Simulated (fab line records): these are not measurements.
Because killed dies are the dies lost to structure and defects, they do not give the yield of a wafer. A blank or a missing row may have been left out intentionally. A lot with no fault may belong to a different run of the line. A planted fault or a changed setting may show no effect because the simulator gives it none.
Which tool did it? | flow sky130 | Sampling: 11 lots, 33 wafers, 6 of 708 route steps

## WHAT THE GAUGES READ, wafer by wafer
SKY_PWDE_OVL_MEAS_07.
lot  | measured    | on         | PWDE_OVL (nm)
L521 | day 4 08:23 | overlay-02 | -2.2 -2.8 -2.1
L522 | day 4 15:34 | overlay-02 | -1.8 -2.1 -1.3
L526 | day 5 10:51 | overlay-01 | -2.1 -2.1 -1.2
L527 | day 5 16:39 | overlay-01 | -3.2 -3.3 -2.9
L528 | day 6 00:30 | overlay-02 | -0.2 -0.9 0.9
L529 | day 6 01:19 | overlay-02 | -1.4 -1.6 -3.8
L530 | day 6 07:38 | overlay-02 | -2.3 -2.4 -2.3
L531 | day 6 11:58 | overlay-01 | -1.3 -2.5 -2.1
L533 | day 7 01:45 | overlay-02 | -1.6 -3.0 -3.5
L540 | day 8 15:24 | overlay-02 | -0.5 -2.0 -2.0
L542 | day 9 05:59 | overlay-02 | -0.9 -0.5 0.1

SKY_PWDE_TW_MEAS_10.
lot  | measured    | on           | PWDE_TW
L521 | day 4 08:40 | filmMetro-01 | 378.0 376.7 378.1
L522 | day 4 15:51 | filmMetro-01 | 376.9 378.2 374.8
L526 | day 5 11:08 | filmMetro-04 | 374.6 372.0 375.4
L527 | day 5 16:56 | filmMetro-02 | 378.1 376.5 376.9
L528 | day 6 00:47 | filmMetro-01 | 374.4 374.5 372.0
L529 | day 6 01:36 | filmMetro-04 | 374.0 376.7 375.2
L530 | day 6 07:55 | filmMetro-01 | 376.4 376.5 378.1
L531 | day 6 12:16 | filmMetro-02 | 376.0 376.4 375.2
L533 | day 7 02:02 | filmMetro-04 | 377.3 374.5 375.1
L540 | day 8 15:41 | filmMetro-04 | 387.9 384.9 387.3 387.3 385.5 387.1
L542 | day 9 06:17 | filmMetro-01 | 387.5 385.0 387.1 387.3 386.5 389.2

SKY_NWELL_RS_MEAS_31: the measuring method here is four-point-probe.
lot  | measured     | on           | PWDE_RS (ohm/sq)
L521 | day 5 22:16  | filmMetro-01 | 5276 5266 5262
L522 | day 6 05:52  | filmMetro-04 | 5263 5269 5269
L526 | day 7 02:59  | filmMetro-04 | 5272 5259 5248
L527 | day 7 09:08  | filmMetro-01 | 5275 5284 5282
L528 | day 7 17:26  | filmMetro-01 | 5270 5279 5280
L529 | day 7 18:16  | filmMetro-02 | 5282 5295 5292
L530 | day 8 01:17  | filmMetro-02 | 5279 5276 5286
L531 | day 8 05:35  | filmMetro-02 | 5285 5272 5284
L533 | day 8 20:10  | filmMetro-04 | 5267 5263 5270
L540 | day 10 12:32 | filmMetro-02 | 4801 4800 4804 4794 4808 4801
L542 | day 11 05:16 | filmMetro-01 | 4799 4795 4801 4802 4812 4806

SKY_SPACER_THK_MEAS_01.
lot  | measured     | on           | SPACER_CVD_00_THK (nm)
L521 | day 24 06:03 | filmMetro-01 | 43.3 43.3 43.6
L522 | day 24 19:29 | filmMetro-02 | 43.0 42.9 42.8
L526 | day 26 02:19 | filmMetro-01 | 43.3 43.3 43.0
L527 | day 26 10:46 | filmMetro-02 | 43.1 42.8 43.2
L528 | day 26 13:40 | filmMetro-04 | 43.2 43.0 42.7
L529 | day 26 17:43 | filmMetro-01 | 42.9 42.8 43.1
L530 | day 27 03:08 | filmMetro-01 | 43.4 43.1 42.6
L531 | day 27 12:11 | filmMetro-01 | 43.4 43.1 43.1
L533 | day 28 10:19 | filmMetro-04 | 42.5 42.6 42.3
L540 | day 30 10:42 | filmMetro-01 | 42.9 42.7 42.9
L542 | day 31 05:58 | filmMetro-01 | 42.8 43.1 42.8

## TOOL THAT RAN EACH LOT (tool first, then ch and the chambers of the sampled wafers, then the start)
lot  | SKY_FIELD_ISO_STRIP_16             | SKY_PWDE_IMPLANT_08
L521 | plasmaAsher-01 ch 0,1, day 2 10:28 | implanter-02 ch 0, day 4 08:25
L522 | plasmaAsher-04 ch 0,1, day 2 16:37 | implanter-02 ch 0, day 4 15:37
L526 | plasmaAsher-04 ch 0,1, day 3 15:46 | implanter-02 ch 0, day 5 10:53
L527 | plasmaAsher-01 ch 0,1, day 3 22:22 | implanter-01 ch 0, day 5 16:41
L528 | plasmaAsher-03 ch 0,1, day 4 03:13 | implanter-02 ch 0, day 6 00:32
L529 | plasmaAsher-01 ch 1, day 4 05:01   | implanter-02 ch 0, day 6 01:22
L530 | plasmaAsher-03 ch 0,1, day 4 10:49 | implanter-04 ch 0, day 6 07:40
L531 | plasmaAsher-03 ch 0,1, day 4 14:24 | implanter-01 ch 0, day 6 12:04
L533 | plasmaAsher-03 ch 0,1, day 5 00:52 | implanter-01 ch 0, day 7 01:49
L540 | plasmaAsher-01 ch 0, day 6 13:31   | implanter-02 ch 0, day 8 15:26
L542 | plasmaAsher-04 ch 0,1, day 6 23:34 | implanter-02 ch 0, day 9 06:02
- SKY_FIELD_ISO_STRIP_16: strips in O2/N2.
- SKY_PWDE_IMPLANT_08

## WHAT THE TOOLS THEMSELVES READ (means of the sampled wafers that have a number; where no wafer has one, the mark that the record gives instead)
SKY_FIELD_ISO_STRIP_16.
lot  | tool           | drypumpMotorCurrentA (A) | o2FlowSccm (sccm) | oesProductAu (a.u.) | stripTimeToEndpointS (s)
L521 | plasmaAsher-01 | 5.2                      | 3002              | 0.372               | 3.44
L522 | plasmaAsher-04 | 6.0                      | 2999              | 0.380               | 3.54
L526 | plasmaAsher-04 | 5.8                      | 3007              | 0.381               | 3.49
L527 | plasmaAsher-01 | 5.2                      | 2996              | 0.376               | 3.51
L528 | plasmaAsher-03 | 5.7                      | 2998              | 0.374               | 3.53
L529 | plasmaAsher-01 | 5.7                      | 3004              | 0.376               | 3.47
L530 | plasmaAsher-03 | 5.7                      | 3000              | 0.375               | 3.46
L531 | plasmaAsher-03 | 5.6                      | 2998              | 0.380               | 3.51
L533 | plasmaAsher-03 | 5.7                      | 3008              | 0.379               | 3.50
L540 | plasmaAsher-01 | 5.0                      | 2998              | 0.372               | 3.49
L542 | plasmaAsher-04 | 5.9                      | 3010              | 0.380               | 3.49

SKY_PWDE_IMPLANT_08.
lot  | tool         | beamOnS (s) | endStationPressureTorr (Torr) | faradayCurrentUA
L521 | implanter-02 | 9.90        | 5.22e-06                      | 20.5
L522 | implanter-02 | 9.74        | 4.94e-06                      | 20.8
L526 | implanter-02 | 9.89        | 5.32e-06                      | 20.5
L527 | implanter-01 | 10.05       | 5.04e-06                      | 20.2
L528 | implanter-02 | 9.74        | 4.98e-06                      | 20.8
L529 | implanter-02 | 10.07       | 4.87e-06                      | 20.2
L530 | implanter-04 | 10.02       | 5.04e-06                      | 20.3
L531 | implanter-01 | 9.99        | 5.03e-06                      | 20.4
L533 | implanter-01 | 10.01       | 4.80e-06                      | 20.3
L540 | implanter-02 | 11.20       | 7.66e-05                      | 17.7
L542 | implanter-02 | 11.30       | 7.67e-05                      | 17.5

## THE ANSWER, worked out from the rows above alone
Rule: the lots themselves supply what counts as usual. The widest of any qualifying gaps counts: lots, ordered by their means at a reading, are off when they make up no more than a third of the lots, leave a main group of 4 or more, and stand apart from it by 3 or more times the standard deviation of that group's means. The tables above print the reading to a certain number of digits; a main group whose means all agree to those digits is not used. A lot without any number at a reading at which 4 lots or more have one is off too. The other lots that the step has rows for count as sound. The gauges are gone through in route order, then the tools' own readings, and for those a lot's mean is taken as printed above. At the first step where some lot is off, the reading lying furthest off is the one used; lots without a number count as furthest.
Off: L540, L542, seen at SKY_PWDE_TW_MEAS_10 (PWDE_TW). Main group: mean 375.9, sd 1.3.
A tool fits if, at a process step before that reading, it ran every lot that is off, and no sound lot after the first of them. The gauges at SKY_PWDE_TW_MEAS_10 aren't tried: what is off there is off at SKY_PWDE_IMPLANT_08 too, on other tools, and a gauge's error can't cause that. One fits: implanter-02 at SKY_PWDE_IMPLANT_08. A fault onset in the window from L529 (day 6 01:22, its last sound lot) to L540 (day 8 15:26, its first lot off) fits.
The tool's own readings at SKY_PWDE_IMPLANT_08 bear it out: on the lots that are off they differ by more than 5 times the standard deviation of the sound lots' means. beamOnS reads 11.25 s there against 9.93 s on the sound lots; endStationPressureTorr reads 7.66e-05 Torr there against 5.03e-06 Torr on the sound lots; faradayCurrentUA reads 17.6 there against 20.4 on the sound lots.

## WHAT THE SIMULATOR HAD PUT IN
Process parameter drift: implanter-02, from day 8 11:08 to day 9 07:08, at SKY_PWDE_IMPLANT_08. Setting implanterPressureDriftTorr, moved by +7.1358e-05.
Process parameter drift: implanter-02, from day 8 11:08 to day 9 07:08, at SKY_PWDE_IMPLANT_08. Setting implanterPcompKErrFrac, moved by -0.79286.
Shown lots that were struck: L540, L542. This agrees with what the rule above found.
